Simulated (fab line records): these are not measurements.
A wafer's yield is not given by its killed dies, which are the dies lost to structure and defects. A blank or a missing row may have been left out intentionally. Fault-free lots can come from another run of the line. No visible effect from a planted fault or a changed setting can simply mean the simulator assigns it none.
Matching of chambers    flow sky130    4 sister chambers for SKY_CONTACT_CMP_27 on cmp-01
The step polishes, stops on SiO2, t overpolish 15 s, target thk 0 nm. 4 wafers are shown with their chamber, then 10 later ones without.

EACH WAFER AND ITS CHAMBER
wafer   chamber  motor current A (A)
L886.1  1        10.7
L893.6  3        11.8
L898.2  2        10.5
L898.3  0        10.0

WAFERS WITH NO CHAMBER GIVEN
wafer   motor current A (A)
L898.5  10.4
L900.1  12.4
L900.4  10.6
L900.6  10.7
L901.1  12.4
L901.2  10.6
L901.5  10.4
L902.1  10.8
L902.2  11.1
L902.4  12.3

WHICH CHAMBER EACH ONE RAN IN
wafer   from the rows above           in truth
L898.5  can't be placed: 2 or 1 or 0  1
L900.1  3                             3
L900.4  can't be placed: 1 or 2 or 0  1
L900.6  can't be placed: 1 or 2       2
L901.1  3                             3
L901.2  can't be placed: 1 or 2 or 0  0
L901.5  can't be placed: 2 or 1 or 0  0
L902.1  can't be placed: 1 or 2       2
L902.2  can't be placed: 1 or 2 or 3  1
L902.4  3                             3
Correct placement for 3 of the 10. Cannot be placed on the basis of these rows: 7; the candidates contain the true chamber in 7. Placed wrongly: 0.
How it was worked out, from the rows above alone: a wafer's distance from a chamber is the root of the sum, over the readings, of the square of ((its reading less the chamber's mean) divided by the reading's scatter). If the next closest chamber is less than 2 further off than the closest, the wafer can't be placed; otherwise it belongs to the closest. The mean given for a chamber averages the wafers shown for that chamber. The scatter (one wafer shown for each chamber): square how far every hidden wafer sits from the nearest shown wafer, average those squares and take the square root.
